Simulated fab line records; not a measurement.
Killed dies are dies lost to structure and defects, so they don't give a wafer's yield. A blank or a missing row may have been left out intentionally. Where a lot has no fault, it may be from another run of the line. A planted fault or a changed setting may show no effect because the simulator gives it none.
Which tool did it? || flow sfqLine || 14 lots (42 wafers sampled), 1 step of a 325-step route

== WHAT THE GAUGES READ, wafer by wafer ==
SFQ_C5_OVL_MEAS_937.
{"lot": "L864", "measured": "day 66 02:06", "on": "overlay-02", "C5_OVL (nm)": "1 2 3"}
{"lot": "L866", "measured": "day 67 09:07", "on": "overlay-01", "C5_OVL (nm)": "3 4 -1"}
{"lot": "L867", "measured": "day 67 10:19", "on": "overlay-01", "C5_OVL (nm)": "0 -1 -4"}
{"lot": "L868", "measured": "day 67 11:30", "on": "overlay-01", "C5_OVL (nm)": "-3 0 -5"}
{"lot": "L869", "measured": "day 72 04:27", "on": "overlay-01", "C5_OVL (nm)": "-7 -1 -4"}
{"lot": "L878", "measured": "day 73 03:51", "on": "overlay-02", "C5_OVL (nm)": "-8 -1 0"}
{"lot": "L877", "measured": "day 78 23:23", "on": "overlay-02", "C5_OVL (nm)": "-5 -10 -2"}
{"lot": "L879", "measured": "day 80 20:59", "on": "overlay-01", "C5_OVL (nm)": "0 1 -2"}
{"lot": "L880", "measured": "day 81 02:59", "on": "overlay-01", "C5_OVL (nm)": "-2 -2 2"}
{"lot": "L881", "measured": "day 81 05:22", "on": "overlay-01", "C5_OVL (nm)": "2 -1 0"}
{"lot": "L882", "measured": "day 81 07:53", "on": "overlay-02", "C5_OVL (nm)": "9 8 6"}
{"lot": "L883", "measured": "day 82 09:05", "on": "overlay-01", "C5_OVL (nm)": "6 6 7"}
{"lot": "L884", "measured": "day 82 14:01", "on": "overlay-01", "C5_OVL (nm)": "4 9 11"}
{"lot": "L887", "measured": "day 82 23:16", "on": "overlay-01", "C5_OVL (nm)": "8 6 5"}

== EACH LOT AND THE TOOL THAT RAN IT (in order: tool; ch and the chambers of the sampled wafers; start) ==
Record: no process step prior to these readings.

== AS READ BY THE TOOLS THEMSELVES (means over the sampled wafers that have a number; for cases with no such wafer, the mark the record gives instead) ==
The record holds no such reading with a usual standard deviation.

== THE ANSWER, worked out from the rows above alone ==
Rule: usual is defined by the lots themselves. The widest of any qualifying gaps counts: lots, ordered by their means at a reading, are off when they make up no more than a third of the lots, leave a main group of 4 or more, and stand apart from it by 3 or more times the standard deviation of that group's means. A main group is skipped when, at the precision printed for the reading in the tables above, its means are all equal. A lot without any number at a reading at which 4 lots or more have one is off too. The other lots that the step has rows for count as sound. After the gauges, taken in route order, come the tools' own readings; for these a lot's mean is taken, as printed above. At the first step where some lot is off, the reading lying furthest off is the one used; lots without a number count as furthest.
No lot is off at any reading shown: from this, nothing can be told.

== WHAT THE SIMULATOR HAD INSERTED ==
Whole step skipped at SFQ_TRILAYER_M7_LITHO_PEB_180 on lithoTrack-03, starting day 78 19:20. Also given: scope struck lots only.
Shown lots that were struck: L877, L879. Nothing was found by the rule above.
